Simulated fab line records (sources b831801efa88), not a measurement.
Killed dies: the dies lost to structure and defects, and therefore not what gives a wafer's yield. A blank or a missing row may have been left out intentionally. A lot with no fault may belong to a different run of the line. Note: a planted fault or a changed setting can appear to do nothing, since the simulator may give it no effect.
Which tool is to blame? ; flow sky130 ; 14 lots with 42 wafers sampled at 4 steps, on a route of 708 steps

WHAT EACH GAUGE READ, for each wafer
SKY_CAPM_THK_MEAS_01.
lot;measured;on;CAPM_CVD_00_THK (nm)
L402;day 36 11:23;film-metro-02;15.66 15.52 16.14
L403;day 36 21:03;film-metro-04;15.19 15.19 15.63
L404;day 37 01:53;film-metro-02;15.67 15.32 15.36
L405;day 37 10:04;film-metro-02;15.34 15.67
L407;day 37 19:20;film-metro-02;15.49 15.60
L416;day 40 17:46;film-metro-02;15.15 15.57 15.64
L419;day 41 09:52;film-metro-04;15.63 15.58 15.76
L418;day 41 10:46;film-metro-04;14.89 15.42 15.36
L417;day 41 11:45;film-metro-04;15.14 15.75 15.23
L420;day 42 12:49;film-metro-04;15.75 15.48 15.92
L421;day 42 15:02;film-metro-04;15.46 14.84 15.09
L422;day 42 15:32;film-metro-02;15.45 16.08 15.48
L423;day 42 16:01;film-metro-04;15.68 15.85 15.85
L425;day 42 21:47;film-metro-04;15.55 15.75 15.70

TOOL THAT RAN EACH LOT (tool first, then ch and the chambers of the sampled wafers, then the start)
lot;SKY_METAL2_SPUTTER_01;SKY_METAL2_SPUTTER_04;SKY_VIA2_CMP_24
L402;pvd-sputter-03, day 34 03:26;pvd-sputter-03, day 34 03:30;cmp-01 ch 0,2,3, day 36 10:53
L403;pvd-sputter-03, day 34 12:32;pvd-sputter-03, day 34 12:36;cmp-02 ch 0,2, day 36 20:37
L404;pvd-sputter-03, day 34 16:47;pvd-sputter-03, day 34 16:51;cmp-01 ch 0,1, day 37 01:27
L405;pvd-sputter-04, day 35 01:40;pvd-sputter-04, day 35 01:44;cmp-01 ch 0,1, day 37 09:35
L407;pvd-sputter-02, day 35 10:26;pvd-sputter-02, day 35 10:31;cmp-01 ch 1,2,3, day 37 18:51
L416;pvd-sputter-04, day 38 11:22;pvd-sputter-04, day 38 11:26;cmp-02 ch 0,3, day 40 17:19
L419;pvd-sputter-02, day 39 05:43;pvd-sputter-02, day 39 05:47;cmp-01 ch 0,1,3, day 41 09:29
L418;pvd-sputter-03, day 39 05:59;pvd-sputter-03, day 39 06:04;cmp-02 ch 0,1, day 41 10:17
L417;pvd-sputter-04, day 39 07:13;pvd-sputter-04, day 39 07:17;cmp-02 ch 1,2,3, day 41 11:16
L420;pvd-sputter-02, day 40 09:57;pvd-sputter-02, day 40 10:01;cmp-01 ch 1,2, day 42 12:21
L421;pvd-sputter-04, day 40 11:23;pvd-sputter-04, day 40 11:27;cmp-01 ch 0,1,3, day 42 14:34
L422;pvd-sputter-03, day 40 12:19;pvd-sputter-03, day 40 12:23;cmp-02 ch 0,1,2, day 42 15:02
L423;pvd-sputter-04, day 40 12:50;pvd-sputter-04, day 40 12:54;cmp-01 ch 0,1, day 42 15:33
L425;pvd-sputter-04, day 40 19:37;pvd-sputter-04, day 40 19:41;cmp-01 ch 0,2,3, day 42 21:26
- SKY_METAL2_SPUTTER_01: material TiN, target thk 20 nm, time 16.7 s.
- SKY_METAL2_SPUTTER_04: material TiN, target thk 70 nm, time 58.3 s.
- SKY_VIA2_CMP_24: polishes, stops on SiO2, t overpolish 20 s, target thk 0 nm.

AS READ BY THE TOOLS THEMSELVES (means over the sampled wafers that have a number; for cases with no such wafer, the mark the record gives instead)
SKY_METAL2_SPUTTER_01.
lot;tool;throttle-valve-pct (%)
L402;pvd-sputter-03;31.1
L403;pvd-sputter-03;30.8
L404;pvd-sputter-03;30.8
L405;pvd-sputter-04;30.4
L407;pvd-sputter-02;29.5
L416;pvd-sputter-04;29.1
L419;pvd-sputter-02;28.9
L418;pvd-sputter-03;31.0
L417;pvd-sputter-04;30.5
L420;pvd-sputter-02;30.0
L421;pvd-sputter-04;29.7
L422;pvd-sputter-03;30.2
L423;pvd-sputter-04;29.8
L425;pvd-sputter-04;29.7

SKY_METAL2_SPUTTER_04.
lot;tool;throttle-valve-pct (%)
L402;pvd-sputter-03;31.2
L403;pvd-sputter-03;30.9
L404;pvd-sputter-03;30.9
L405;pvd-sputter-04;30.5
L407;pvd-sputter-02;29.5
L416;pvd-sputter-04;29.1
L419;pvd-sputter-02;28.8
L418;pvd-sputter-03;31.3
L417;pvd-sputter-04;30.4
L420;pvd-sputter-02;30.0
L421;pvd-sputter-04;29.7
L422;pvd-sputter-03;30.3
L423;pvd-sputter-04;29.7
L425;pvd-sputter-04;29.6

SKY_VIA2_CMP_24.
lot;tool;motor-current-A (A);overpolish-run-s (s);time-to-endpoint-s (s)
L402;cmp-01;11.8;19.997;104
L403;cmp-02;10.1;19.993;105
L404;cmp-01;11.2;20.005;99
L405;cmp-01;10.9;13.347;120
L407;cmp-01;11.4;13.343;121
L416;cmp-02;10.1;19.994;105
L419;cmp-01;12.0;20.003;102
L418;cmp-02;10.8;20.001;97
L417;cmp-02;11.4;19.996;105
L420;cmp-01;10.9;20.008;103
L421;cmp-01;12.0;20.002;97
L422;cmp-02;10.6;20.000;105
L423;cmp-01;11.3;19.999;104
L425;cmp-01;12.1;20.003;106

THE ANSWER, worked out from the rows above alone
Rule: what is usual is taken from the lots themselves. Put in order of their means at a reading, lots are off if they are a third of the lots or fewer, leave a main group of 4 or more, and stand apart from it by a gap of 3 or more times the standard deviation of the main group's means; of several such gaps the widest counts. Not used: any main group whose means are identical at the precision the tables above print for the reading. A lot without any number at a reading at which 4 lots or more have one is off too. Where the step has rows for the other lots, those lots are counted as sound. The gauges are gone through in route order, then the tools' own readings, and for those a lot's mean is taken as printed above. At the first step where some lot is off, the reading lying furthest off is the one used; lots without a number count as furthest.
Off at SKY_VIA2_CMP_24 (overpolish-run-s): L405, L407. Mean 20.000 s and standard deviation 0.0043 in the main group.
A tool fits if, at that step or a process step before it, it ran every lot that is off, and no sound lot after the first of them. Not one of the candidates tried fits.

WHAT THE SIMULATOR PUT IN
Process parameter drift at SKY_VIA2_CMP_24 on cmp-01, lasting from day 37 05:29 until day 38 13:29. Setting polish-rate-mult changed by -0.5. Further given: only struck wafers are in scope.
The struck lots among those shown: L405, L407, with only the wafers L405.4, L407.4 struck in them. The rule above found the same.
